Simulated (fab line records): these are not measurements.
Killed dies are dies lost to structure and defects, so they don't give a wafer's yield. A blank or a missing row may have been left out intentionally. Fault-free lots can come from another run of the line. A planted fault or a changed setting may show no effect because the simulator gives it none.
Code-filled problem report in 8D (eight disciplines) form + flow gf180mcu + the parts of the form that need people (team, actions taken, sign-off) are left out

== 1. THE ISSUE ==
Wafers free of any fault read 10.01 nm (standard deviation 0.16) for STI_OXIDATION_THK at GF_STI_THK_MEAS_02, against a mean of 13.37 nm on 6 wafers of 2 lots. Relative to the usual mean, that is a shift of +21 standard deviations.
The first sign was on wafer L257.1 at day 3 09:29, on film_metro-04. At this step, 36 wafers from 12 lots have a number in the record. The rule behind "out" and "out of limits": a value lying over 4 standard deviations away from the usual mean. Any other wafer with a number is counted as sound.

== 2. WHAT IT IS AND WHAT IT IS NOT ==
| question                    | is                           | is not                                                                                       |
|-----------------------------|------------------------------|----------------------------------------------------------------------------------------------|
| which readings at this step | STI_OXIDATION_THK            | -                                                                                            |
| which lots                  | L257, L258                   | L248, L249, L250, L251, L252, L261, L265, L269, L270, L271                                   |
| which wafers of those lots  | all that have a number       | -                                                                                            |
| read on which gauges        | film_metro-01, film_metro-04 | film_metro-02                                                                                |
| when                        | from day 3 09:29             | up to then (15 sound wafers); but 15 sound wafers of L261, L265, L269, L270, L271 came after |

== 3. THE SUSPECTS, EACH WITH WHAT RULES IT OUT ==
Counting: a tool at any process step up to the reading remains a suspect when it ran all the lots that are out and ran no sound lot after the first of those.
- ruled out: the gauge at GF_STI_THK_MEAS_02. 2 gauges (film_metro-01, film_metro-04) read the wafers that are out.
- furnace-01 at GF_STI_OXIDATION_01 (stabilise 600 s, purge 300 s, target thk 10 nm): kept. It ran every lot that is out, first L257 (day 3 08:05), and no sound lot after that; its last sound lot up to then is L252 (day 2 10:33).
Left after counting: furnace-01 at GF_STI_OXIDATION_01.

== 4. THE CAUSE (what the simulator had put in) ==
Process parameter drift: furnace-01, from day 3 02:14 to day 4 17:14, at GF_STI_OXIDATION_01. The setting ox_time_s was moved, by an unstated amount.
Counting left only this tool.

== 5. THE EFFECT CHAIN, in route order ==
One row per reading whose mean, taken over the struck wafers that have a number, lies over 3 standard deviations from the usual. Readings are gone through only where the record gives a usual standard deviation; hours: the median, over the lots, of the time from a lot's start at the first step in this table giving one to that lot's start at this step; sigmas: the change measured in usual standard deviations.
| hours | step               | reading           | usual    | on struck wafers | change | sigmas |
|-------|--------------------|-------------------|----------|------------------|--------|--------|
| 0     | GF_STI_THK_MEAS_02 | STI_OXIDATION_THK | 10.01 nm | 13.37            | +3.36  | +21    |
Later measuring or inspecting steps at which every struck wafer that the step has a row for has a number for every such reading, and none has moved that far: GF_DUAL_GATE_OVL_MEAS_11, GF_NSD_TW_MEAS_12.

== 6. HOW IT WOULD HAVE BEEN CAUGHT EARLIER ==
The first out-of-limits reading at a measuring or inspecting step in this record came at day 3 09:29, 7 hours after the fault's start at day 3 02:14.
Of the tool readings at GF_STI_OXIDATION_01 for which the record gives a usual standard deviation, none was out on any struck wafer, so an alarm limit of 4 standard deviations on them would not have fired.
Of the lots that are out (2), L258 began GF_STI_OXIDATION_01 on furnace-01 after day 3 09:29. Had the tool been put on hold then, it would have been spared.
